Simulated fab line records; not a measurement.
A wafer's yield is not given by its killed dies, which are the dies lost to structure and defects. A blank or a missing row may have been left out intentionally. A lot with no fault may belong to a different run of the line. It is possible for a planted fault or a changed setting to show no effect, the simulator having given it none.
Lot-split experiment | flow gf180mcu | 5 lots, 23 wafers read, on a route of 602 steps

== ABOUT THE SPLIT ==
At GF_V1_CVD_02 (deposits SiO2 from TEOS, target thk 850 nm, time 94.851 s), the setting timeS was moved away from the recipe's 94.851 s on 11 of the 23 wafers read, by -10.6% to +9.8%. All remaining wafers had this setting at the recipe value.

The file shows no step between the split and the reading.

== THE READING ==
At GF_V1_THK_MEAS_03: V1_CVD_02_THK, given in nm. A value of 846 nm with a standard deviation of 10 nm is what fault-free wafers of this fab line usually give.

wafer  | tool, chamber at the split | timeS as run, s | against the recipe | V1_CVD_02_THK, nm | against lot-mates on the recipe
L077.1 | pecvd-01, 2                | 86.26           | -9.1%              | 750               | -95
L077.2 | pecvd-01, 1                | 94.851          | recipe             | 841               | -
L077.3 | pecvd-01, 0                | 94.851          | recipe             | 853               | -
L077.5 | pecvd-01, 2                | 94.851          | recipe             | 840               | -
L077.6 | pecvd-01, 1                | 86.26           | -9.1%              | 776               | -69
L078.1 | pecvd-03, 0                | 94.851          | recipe             | 834               | -
L078.2 | pecvd-03, 1                | 94.851          | recipe             | 833               | -
L078.3 | pecvd-03, 2                | 84.81           | -10.6%             | 738               | -96
L078.5 | pecvd-03, 1                | 84.81           | -10.6%             | 759               | -74
L078.6 | pecvd-03, 2                | 84.81           | -10.6%             | 750               | -84
L079.1 | pecvd-01, 2                | 94.851          | recipe             | 823               | -
L079.4 | pecvd-01, 1                | 94.851          | recipe             | 844               | -
L079.6 | pecvd-01, 2                | 94.851          | recipe             | 852               | -
L082.1 | pecvd-02, 2                | 104.1           | +9.8%              | 935               | +98
L082.2 | pecvd-02, 0                | 94.851          | recipe             | 838               | -
L082.3 | pecvd-02, 1                | 94.851          | recipe             | 837               | -
L082.5 | pecvd-02, 0                | 104.1           | +9.8%              | 928               | +90
L082.6 | pecvd-02, 2                | 104.1           | +9.8%              | 940               | +102
L084.1 | pecvd-01, 1                | 94.851          | recipe             | 837               | -
L084.2 | pecvd-01, 0                | 85.18           | -10.2%             | 756               | -86
L084.4 | pecvd-01, 1                | 85.18           | -10.2%             | 773               | -70
L084.5 | pecvd-01, 0                | 85.18           | -10.2%             | 776               | -66
L084.6 | pecvd-01, 2                | 94.851          | recipe             | 848               | -

THE FIT
A straight line over all 23 wafers: V1_CVD_02_THK changes by +8.58 nm for each +1% of timeS; r = +0.98; the points scatter about the line by 11 nm.
The same after taking each lot's own level away (the mean of its wafers on the recipe; 23 wafers): +8.63 nm for each +1%; r = +0.98; scatter 11 nm.
Per that fit: largest timeS move, reading shift of 91 nm.
From 833.5 to 844.7 nm: that is the span of the lots' own levels, equal to 1.1 times the standard deviation above.
So the lot-to-lot level changes the slope little: the two slopes agree.
Check: -86.3 nm against its lot-mates is what the line predicts for one of the wafers moved furthest among these (-10.6%) when that wafer is left out of the fit. Against them it came out at -95.5 nm.

== ADDITIONAL SPLITS CARRIED BY THESE WAFERS ==
Other splits were also applied to these wafers ahead of the reading. Each is held against what the fit with the lots' levels taken away leaves over:
other split on the same wafers | wafers away from the commonest value | r with V1_CVD_02_THK (lot level and that fit taken away)
GF_SALICIDE_SPUTTER_03 powerW  | 5                                    | +0.03
GF_V1_CVD_00 sih4FlowSccm      | 4                                    | -0.01

== THE WHOLE CHAIN: every reading that the file lists as answering this split, in the file's order ==
step              | what it does                                              | reading                                                                  | change (the file's fit)              | r (the file's)
GF_V1_CVD_02      | deposits SiO2 from TEOS, target thk 850 nm, time 94.851 s | SiO2_of_V1_CVD_02.thkNm (the simulator's own value, which no gauge read) | +8.49 nm for each +1% of the setting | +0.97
GF_V1_THK_MEAS_03 |                                                           | V1_CVD_02_THK                                                            | +8.49 for each +1% of the setting    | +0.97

== FILE'S OWN FIT ==
V1_CVD_02_THK changes by +8.49 nm for each +1% of timeS, r = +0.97.
